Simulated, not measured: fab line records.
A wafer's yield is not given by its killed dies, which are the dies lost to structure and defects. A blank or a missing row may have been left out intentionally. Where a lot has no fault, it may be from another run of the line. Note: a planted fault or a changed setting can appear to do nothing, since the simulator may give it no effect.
Which tool was responsible? ; flow sky130 ; Sampling: 14 lots, 42 wafers, 4 of 708 route steps

== WHAT THE GAUGES READ, wafer by wafer ==
SKY_VIA1_OVL_MEAS_13.
lot;measured;on;VIA1_OVL (nm)
L678;day 33 21:19;overlay-02;-8 1 -4
L679;day 34 13:07;overlay-01;-4 1 -7
L682;day 35 03:16;overlay-01;2 1 -8
L684;day 36 02:41;overlay-02;1 0 3
L686;day 36 19:35;overlay-01;5 -1 0
L695;day 39 09:33;overlay-02;-8 -4 0
L696;day 39 14:34;overlay-02;8 4 -7
L697;day 39 19:31;overlay-02;2 -3 -5
L698;day 40 06:20;overlay-02;-3 -2 1
L699;day 40 14:06;overlay-02;-1 -4 -6
L700;day 40 20:19;overlay-02;-11 -1 4
L701;day 40 22:35;overlay-02;13 0 5

== WHAT TOOL EACH LOT RAN ON (gives the tool, then ch and the chambers of the sampled wafers, and finally the start) ==
lot;SKY_LI_CONTACT_SPUTTER_19;SKY_METAL1_EXPOSE_12;SKY_METAL1_ETCH_18
L678;pvd sputter-04, day 29 00:59;krf scanner-02 ch 0, day 32 03:35;rie metal-02 ch 0,1, day 32 16:24
L679;pvd sputter-01, day 29 17:25;krf scanner-02 ch 0, day 32 18:46;rie metal-04 ch 0,1, day 33 09:09
L682;pvd sputter-04, day 30 08:13;krf scanner-02 ch 0, day 33 09:17;rie metal-03 ch 0,1, day 33 22:26
L684;pvd sputter-01, day 31 10:13;krf scanner-02 ch 0, day 34 09:13;rie metal-02 ch 0,1, day 34 22:24
L686;pvd sputter-01, day 32 04:13;krf scanner-02 ch 0, day 35 02:32;rie metal-03 ch 0, day 35 16:05
L687;pvd sputter-04, day 32 08:50;krf scanner-02, day 35 07:57;rie metal-03 ch 0, day 35 21:28
L688;pvd sputter-01, day 32 12:04;krf scanner-02, day 35 10:53;rie metal-04 ch 0,1, day 36 00:14
L695;pvd sputter-04, day 34 21:19;krf scanner-01 ch 0, day 37 18:35;rie metal-04 ch 0, day 38 07:07
L696;pvd sputter-01, day 35 01:43;krf scanner-02 ch 0, day 37 23:31;rie metal-04 ch 0,1, day 38 11:53
L697;pvd sputter-01, day 35 07:19;krf scanner-02 ch 0, day 38 05:02;rie metal-03 ch 0,1, day 38 17:28
L698;pvd sputter-02, day 35 18:32;krf scanner-01 ch 0, day 38 16:07;rie metal-02 ch 0,1, day 39 04:24
L699;pvd sputter-01, day 36 01:17;krf scanner-02 ch 0, day 38 23:00;rie metal-02 ch 0,1, day 39 11:56
L700;pvd sputter-02, day 36 10:26;krf scanner-01 ch 0, day 39 06:44;rie metal-04 ch 0,1, day 39 19:07
L701;pvd sputter-04, day 36 12:46;krf scanner-02 ch 0, day 39 09:19;rie metal-04 ch 0,1, day 39 21:41
- SKY_LI_CONTACT_SPUTTER_19: material Ti, target thk 20 nm, time 106.37 s.
- SKY_METAL1_EXPOSE_12: exposes mask MM1, target cd 140 nm.
- SKY_METAL1_ETCH_18: etches BARC in N2/H2, stops on SiO2, time 45.9 s, target depth 60 nm.

== AS READ BY THE TOOLS THEMSELVES (means over the sampled wafers that have a number; for cases with no such wafer, the mark the record gives instead) ==
SKY_LI_CONTACT_SPUTTER_19.
lot;tool;throttle valve pct (%)
L678;pvd sputter-04;29.4
L679;pvd sputter-01;29.4
L682;pvd sputter-04;29.5
L684;pvd sputter-01;30.0
L686;pvd sputter-01;30.9
L687;pvd sputter-04;29.7
L688;pvd sputter-01;30.3
L695;pvd sputter-04;29.7
L696;pvd sputter-01;30.1
L697;pvd sputter-01;30.1
L698;pvd sputter-02;30.5
L699;pvd sputter-01;30.0
L700;pvd sputter-02;29.9
L701;pvd sputter-04;29.6

SKY_METAL1_EXPOSE_12.
lot;tool;exposure dose mJ cm2;focus offset nm (nm)
L678;krf scanner-02;27.95;0.0
L679;krf scanner-02;28.02;0.1
L682;krf scanner-02;27.95;-0.2
L684;krf scanner-02;27.94;-0.4
L686;krf scanner-02;27.94;-0.1
L687;krf scanner-02;-;-
L688;krf scanner-02;-;-
L695;krf scanner-01;27.97;0.1
L696;krf scanner-02;27.93;0.1
L697;krf scanner-02;27.98;0.3
L698;krf scanner-01;28.01;0.3
L699;krf scanner-02;27.96;0.7
L700;krf scanner-01;27.99;-0.1
L701;krf scanner-02;27.97;0.3

SKY_METAL1_ETCH_18.
lot;tool;drypump motor current A (A);oes product au (a.u.);throttle valve pct (%)
L678;rie metal-02;5.2;0.849;13.232
L679;rie metal-04;5.6;0.851;13.228
L682;rie metal-03;5.5;0.853;13.225
L684;rie metal-02;5.3;0.856;13.222
L686;rie metal-03;5.7;0.855;13.226
L687;rie metal-03;5.7;0.853;13.227
L688;rie metal-04;5.6;0.855;13.229
L695;rie metal-04;6.1;0.853;13.228
L696;rie metal-04;5.6;0.859;13.219
L697;rie metal-03;5.6;0.859;13.222
L698;rie metal-02;5.2;0.851;13.226
L699;rie metal-02;5.2;0.847;13.220
L700;rie metal-04;5.6;0.855;13.222
L701;rie metal-04;5.6;0.852;13.224

== THE ANSWER, worked out from the rows above alone ==
Rule: the lots themselves supply what counts as usual. The widest of any qualifying gaps counts: lots, ordered by their means at a reading, are off when they make up no more than a third of the lots, leave a main group of 4 or more, and stand apart from it by 3 or more times the standard deviation of that group's means. If all means in a main group match to the digits the tables above print for the reading, that group is not used. Also off: a lot with no number at a reading for which 4 or more lots have one. All remaining lots with rows at the step are treated as sound. Order of review: gauges by route order, followed by the tools' own readings, for which a lot's mean as printed above is used. The first step at which some lot is off is used, and at that step the reading that is off furthest; a lot without a number counts as furthest.
Off: L687, L688, at SKY_METAL1_EXPOSE_12 (exposure dose mJ cm2). Without a number there: L687, L688. The main group: mean 27.97, standard deviation 0.027.
If a tool, at that step or one of the process steps before it, ran each lot that is off and ran no sound lot following the first of them, it fits. Not one of the candidates tried fits.

== WHAT THE SIMULATOR HAD INSERTED ==
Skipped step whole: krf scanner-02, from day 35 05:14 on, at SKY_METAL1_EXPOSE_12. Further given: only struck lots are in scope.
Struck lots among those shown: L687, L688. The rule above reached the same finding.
